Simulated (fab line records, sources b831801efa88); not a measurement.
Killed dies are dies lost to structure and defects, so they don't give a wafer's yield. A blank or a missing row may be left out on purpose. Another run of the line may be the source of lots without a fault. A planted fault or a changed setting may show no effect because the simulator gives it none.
Which tool did it? -- flow sky130 -- 11 lots with 33 wafers sampled at 3 steps, on a route of 708 steps

## WHAT THE GAUGES SHOWED, per wafer
SKY_SD_P_TW_MEAS_11.
lot,measured,on,SD_P_TW
L110,day 25 09:32,filmMetro-01,2818 2823 2817
L115,day 27 16:08,filmMetro-01,2827 2834 2819
L117,day 27 21:59,filmMetro-01,2708 2713 2709
L119,day 28 21:08,filmMetro-01,2806 2829 2817
L121,day 29 07:06,filmMetro-02,2720 2721 2720
L125,day 31 08:29,filmMetro-01,2838 2839 2822
L127,day 32 15:04,filmMetro-02,2829 2825 2818
L128,day 32 16:06,filmMetro-03,2843 2840 2833
L131,day 32 19:22,filmMetro-03,2840 2827 2827
L130,day 32 22:23,filmMetro-01,2836 2813 2817
L133,day 33 22:04,filmMetro-02,2841 2842 2845

## TOOL THAT RAN EACH LOT (tool first, then ch and the chambers of the sampled wafers, then the start)
lot,SKY_SD_P_IMPLANT_09,SKY_SD_P_STRIP_10
L110,"implanter-03 ch 0, day 25 09:17","plasmaAsher-01 ch 0,1, day 25 09:26"
L115,"implanter-04 ch 0, day 27 15:55","plasmaAsher-02 ch 0,1, day 27 16:04"
L117,"implanter-03 ch 0, day 27 21:44","plasmaAsher-01 ch 0,1, day 27 21:53"
L119,"implanter-04 ch 0, day 28 20:53","plasmaAsher-02 ch 0,1, day 28 21:02"
L121,"implanter-03 ch 0, day 29 06:52","plasmaAsher-03 ch 0,1, day 29 06:59"
L125,"implanter-04 ch 0, day 31 08:10","plasmaAsher-02 ch 0,1, day 31 08:19"
L127,"implanter-01 ch 0, day 32 14:49","plasmaAsher-02 ch 0,1, day 32 14:58"
L128,"implanter-04 ch 0, day 32 15:52","plasmaAsher-03 ch 1, day 32 15:59"
L131,"implanter-03 ch 0, day 32 19:09","plasmaAsher-02 ch 0,1, day 32 19:17"
L130,"implanter-03 ch 0, day 32 22:09","plasmaAsher-02 ch 0,1, day 32 22:16"
L133,"implanter-03 ch 0, day 33 21:52","plasmaAsher-01 ch 0,1, day 33 21:58"
- SKY_SD_P_IMPLANT_09
- SKY_SD_P_STRIP_10: strips in O2/N2.

## THE ANSWER, worked out from the rows above alone
Rule: usual is defined by the lots themselves. The widest of any qualifying gaps counts: lots, ordered by their means at a reading, are off when they make up no more than a third of the lots, leave a main group of 4 or more, and stand apart from it by 3 or more times the standard deviation of that group's means. If all means in a main group match to the digits the tables above print for the reading, that group is not used. A lot without any number at a reading at which 4 lots or more have one is off too. All remaining lots with rows at the step are treated as sound.
Off: L117, L121, seen at SKY_SD_P_TW_MEAS_11 (SD_P_TW). The main group has a mean of 2828 with a standard deviation of 8.2.
A tool fits if, at a process step before that reading, it ran every lot that is off, and no sound lot after the first of them. The gauges at SKY_SD_P_TW_MEAS_11 are tried like those tools. Of those tried, none fits.

## WHAT THE SIMULATOR HAD PUT IN
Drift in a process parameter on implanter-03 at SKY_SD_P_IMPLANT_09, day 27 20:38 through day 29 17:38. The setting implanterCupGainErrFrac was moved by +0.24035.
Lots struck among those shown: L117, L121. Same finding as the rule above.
